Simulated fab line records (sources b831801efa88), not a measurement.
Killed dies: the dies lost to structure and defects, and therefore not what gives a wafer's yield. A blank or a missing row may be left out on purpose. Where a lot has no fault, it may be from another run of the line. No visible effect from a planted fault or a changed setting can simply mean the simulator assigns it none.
A lot that was struck, set against a sound lot / flow sky130 / 34 out of 708 route steps
Sound: these wafers, L963.4, L963.5, L963.6. Struck: wafer L976.4 (left out: L976.3, L976.5 of the same lot, which were not struck); the cause appears at the end.
Order at every step that has rows: each side's tool, ch and its chambers, its first start. Under that, the readings that differ: sound wafers / struck wafers / difference of the means / sigmas: that difference in standard deviations of wafers without a fault.
alike: readings with means less than 2 such deviations apart, plus words and numbers identical on both sides. not compared: withheld readings, readings lacking a value on some wafer, bounds such as >300 that could conceal the same value, and numbers that have no deviation in the record and whose values overlap.
A row with sigmas, a row that says differs or no value, or rows on one side alone: a step with any of these is where the two part. Numbers that don't overlap but have no deviation are shown without sigmas and don't part them. A reading missing from all wafers of one side parts the sides only when that side holds two or more wafers.

SKY_VIA1_CD_MEAS_12: the cd target is 150 nm.
  sound on cd sem-01, day 35 02:43; struck on cd sem-01, day 38 17:45
  alike: cd nm
SKY_VIA1_OVL_MEAS_13:
  sound on overlay-02, day 35 02:47; struck on overlay-01, day 38 17:50
  alike: VIA1_OVL
SKY_VIA1_ETCH_14: etches BARC in N2/H2, stops on SiO2, time 45.9 s, target depth 60 nm.
  sound on rie diel-02 ch 1,2,3, day 35 02:49; struck on rie diel-04 ch 3, day 38 17:52
  alike: drypump motor current A, oes product au, throttle valve pct
  not compared: rf hours counter h
then, 5 steps without rows for these wafers: SKY_VIA1_ETCH_15 (etches SiO2 in C4F8/O2/Ar, stops on TiN, target depth 351 nm, time 54 s); SKY_VIA1_STRIP_16 (strips in O2/N2); SKY_VIA1_STRIP_17 (strips in post etch residue remover, time 1200 s); SKY_VIA1_CLEAN_18 (cleans in IPA, time 180 s); SKY_VIA1_CLEAN_19 (cleans in O3/DIW).
SKY_VIA1_SPUTTER_20: material TiN, target thk 20 nm, time 80 s.
  sound on pvd sputter-04, day 35 03:31; struck on pvd sputter-03, day 38 18:35
  alike: cathode dc power W, throttle valve pct
SKY_VIA1_CVD_21: deposits W, target thk 270 nm, time 80.902 s.
  sound on cvd w-01 ch 0,1, day 35 03:37; struck on cvd w-02 ch 0, day 38 18:41
  alike: heater power w
SKY_VIA1_RS_MEAS_22: measurement is done with a four-point probe.
  sound on film metro-02, day 35 03:44; struck on film metro-03, day 38 18:47
  alike: VIA1_W_RS
SKY_VIA1_THK_MEAS_23: measures by xrf.
  sound on film metro-02, day 35 03:49; struck on film metro-03, day 38 18:53
  alike: VIA1_W_THK
SKY_VIA1_CMP_24: polishes, stops on SiO2, t overpolish 15 s, target thk 0 nm.
  sound on cmp-01 ch 0,1,2, day 35 03:57; struck on cmp-01 ch 2, day 38 18:58
reading=time to endpoint s (s); sound=62 65 63; struck=35; difference=-28; sigmas=-6
reading=model.SiO2_of_VIA1_HDPCVD_00.thk nm (nm); sound=343.2 341.9 344.7; struck=341.4; difference=-1.9; sigmas=
  alike: head pressure psi, motor current A, overpolish run s, platen rpm
SKY_METAL2_SPUTTER_00: material Ti, target thk 15 nm, time 10 s.
  sound on pvd sputter-04, day 35 04:09; struck on pvd sputter-04, day 38 19:13
  alike: cathode dc power W, throttle valve pct
SKY_METAL2_SPUTTER_01: material TiN, target thk 20 nm, time 16.7 s.
  sound on pvd sputter-04, day 35 04:10; struck on pvd sputter-04, day 38 19:14
  alike: cathode dc power W, throttle valve pct
then, 3 steps without rows for these wafers: SKY_METAL2_SPUTTER_02 (material AlCu, target thk 250 nm, time 13.3 s); SKY_METAL2_SPUTTER_03 (material Ti, target thk 5 nm, time 3.3 s); SKY_METAL2_SPUTTER_04 (material TiN, target thk 70 nm, time 58.3 s).
SKY_METAL2_RS_MEAS_05: measurement is done with a four-point probe.
  sound on film metro-01, day 35 04:21; struck on film metro-01, day 38 19:24
  alike: METAL2_ALCU_RS
SKY_METAL2_THK_MEAS_06: measures by xrf.
  sound on film metro-01, day 35 04:26; struck on film metro-01, day 38 19:30
  alike: METAL2_ALCU_THK
then, 8 steps without rows for these wafers: SKY_METAL2_DEHYDRATE_07 (time 60 s); SKY_METAL2_HMDS_08 (prime time 60 s); SKY_METAL2_COAT_09 (resist thk 60 nm); SKY_METAL2_COAT_10 (resist thk 450 nm); SKY_METAL2_SOFTBAKE_11 (time 90 s); SKY_METAL2_EXPOSE_12 (exposes mask MM2, target cd 140 nm); SKY_METAL2_PEB_13; SKY_METAL2_DEVELOP_14 (develop time 60 s).
SKY_METAL2_CD_MEAS_15: the cd target is 140 nm.
  sound on cd sem-02, day 36 06:52; struck on cd sem-01, day 39 20:13
reading=cd nm (nm); sound=138.2 137.3 138.3; struck=141.6; difference=+3.7; sigmas=+2
SKY_METAL2_OVL_MEAS_16:
  sound on overlay-02, day 36 06:57; struck on overlay-02, day 39 20:18
  alike: METAL2_OVL
then, 2 steps without rows for these wafers: SKY_METAL2_DESCUM_17 (chemistry O2, time 8 s); SKY_METAL2_ETCH_18 (etches BARC in N2/H2, stops on SiO2, time 45.9 s, target depth 60 nm).
SKY_METAL2_METAL_ETCH_19: etches the open film in Cl2/BCl3, stops on SiO2, target depth 360 nm, time 78 s.
  sound on rie metal-03 ch 0,1, day 36 07:05; struck on rie metal-04 ch 1, day 39 20:27
reading=model.SiO2_of_VIA1_HDPCVD_00.thk nm (nm); sound=332.2 330.8 333.6; struck=330.6; difference=-1.6; sigmas=
  alike: bcl3 flow sccm, drypump motor current A, oes product au, throttle valve pct
  not compared: rf hours counter h
then, 1 step without rows for these wafers: SKY_METAL2_STRIP_20 (strips in O2/N2).

== WHERE THEY PART ==
At SKY_VIA1_CMP_24 first; at SKY_METAL2_CD_MEAS_15 last (within this record only). Later steps at which nothing parts them and some readings are alike: SKY_METAL2_OVL_MEAS_16, SKY_METAL2_METAL_ETCH_19.

WHY: what had been put in by the simulator
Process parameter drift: cmp-01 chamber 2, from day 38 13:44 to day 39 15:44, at SKY_VIA1_CMP_24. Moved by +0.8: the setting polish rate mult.
